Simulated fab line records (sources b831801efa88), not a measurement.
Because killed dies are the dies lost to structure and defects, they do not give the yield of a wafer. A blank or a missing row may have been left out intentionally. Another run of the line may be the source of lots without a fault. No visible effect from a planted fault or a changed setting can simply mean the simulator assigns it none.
Which of the tools did it? ; flow sky130 ; Sampling: 14 lots, 42 wafers, 2 of 708 route steps

== WHAT THE GAUGES SHOWED, per wafer ==
Not one reading of a measure or inspect step in the record can be checked against a usual standard deviation.

== WHAT TOOL EACH LOT RAN ON (gives the tool, then ch and the chambers of the sampled wafers, and finally the start) ==
lot;SKY_VIA3_HDPCVD_00;SKY_PAD_OPEN_PROBE_99
L455;hdpcvd-02 ch 0,1, day 39 10:07;-
L456;hdpcvd-02 ch 0,1, day 39 10:52;-
L458;hdpcvd-01 ch 0,1,2, day 39 21:25;-
L460;hdpcvd-01 ch 0,1,2, day 40 17:53;-
L461;hdpcvd-01 ch 0,1,2, day 40 19:12;-
L462;hdpcvd-01 ch 0,1,2, day 40 23:56;-
L463;hdpcvd-02 ch 0,1,2, day 41 08:55;-
L464;hdpcvd-01 ch 0,1, day 41 17:16;-
L465;hdpcvd-01 ch 0,1,2, day 42 04:48;-
L470;hdpcvd-01 ch 0,2, day 43 10:37;prober-02, day 49 15:59
L471;hdpcvd-02 ch 0,1, day 43 17:23;-
L472;hdpcvd-01 ch 0,2, day 44 01:02;prober-02, day 50 06:04
L473;hdpcvd-02 ch 0,1,2, day 44 03:23;-
L477;hdpcvd-02 ch 0,2, day 45 01:49;-
- SKY_VIA3_HDPCVD_00: deposits SiO2, target thk 1635 nm, time 272.5 s.
- SKY_PAD_OPEN_PROBE_99

== AS READ BY THE TOOLS THEMSELVES (means over the sampled wafers that have a number; for cases with no such wafer, the mark the record gives instead) ==
SKY_PAD_OPEN_PROBE_99. Usual: defect-limited-yield 82.6 %, standard deviation 1.8; killed_at_M0_to_M3 43, standard deviation 6.6; killed_at_M4_up 3.4, standard deviation 1.8; killed-at-contacts 24, standard deviation 4.9; killed-at-front-end 15, standard deviation 4.1; killed-at-other 0.3, standard deviation 0.55; killed-dies 85, standard deviation 8.8; killed-open 46, standard deviation 6.1; killed-short 39, standard deviation 5.7; sort_bin_3_pad_short 0.9 %, standard deviation 0.41; sort_bin_5_function 10.1 %, standard deviation 1.5; sort_bin_6_memory 6.4 %, standard deviation 1; sort-n-pass 407, standard deviation 8.8; sort-yield-pct 82.6 %, standard deviation 1.8.
lot;tool;defect-limited-yield (%);killed_at_M0_to_M3;killed_at_M4_up;killed-at-contacts;killed-at-front-end;killed-at-other;killed-dies;killed-open;killed-short;sort_bin_3_pad_short (%);sort_bin_5_function (%);sort_bin_6_memory (%);sort-n-pass;sort-yield-pct (%);flag
L470;prober-02;73.2;93;4.0;19;16;0.0;132;39;36;4.3;16.4;6.2;360;73.2;OFF
L472;prober-02;73.9;82;6.0;23;17;0.3;129;44;44;3.7;15.2;7.2;363;73.9;OFF

== THE ANSWER, worked out from the rows above alone ==
Rule: a lot is off if the mean of its wafers that have a number lies more than 3 standard deviations from the usual mean. A lot without any number at a reading at which 4 lots or more have one is off too. All remaining lots with rows at the step are treated as sound. Order of review: gauges by route order, followed by the tools' own readings, for which a lot's mean as printed above is used. The first step at which some lot is off is used, and at that step the reading that is off furthest; a lot without a number counts as furthest.
Off: L470, L472 (SKY_PAD_OPEN_PROBE_99, sort_bin_3_pad_short). Neither off nor sound, because the step has no rows for them: L455, L456, L458, L460, L461, L462, L463, L464, L465, L471, L473, L477.
A tool fits if, at that step or a process step before it, it ran every lot that is off, and no sound lot after the first of them. Undecided on this evidence; 2 tools fit (hdpcvd-01 at SKY_VIA3_HDPCVD_00, prober-02 at SKY_PAD_OPEN_PROBE_99).

== WHAT THE SIMULATOR PUT IN ==
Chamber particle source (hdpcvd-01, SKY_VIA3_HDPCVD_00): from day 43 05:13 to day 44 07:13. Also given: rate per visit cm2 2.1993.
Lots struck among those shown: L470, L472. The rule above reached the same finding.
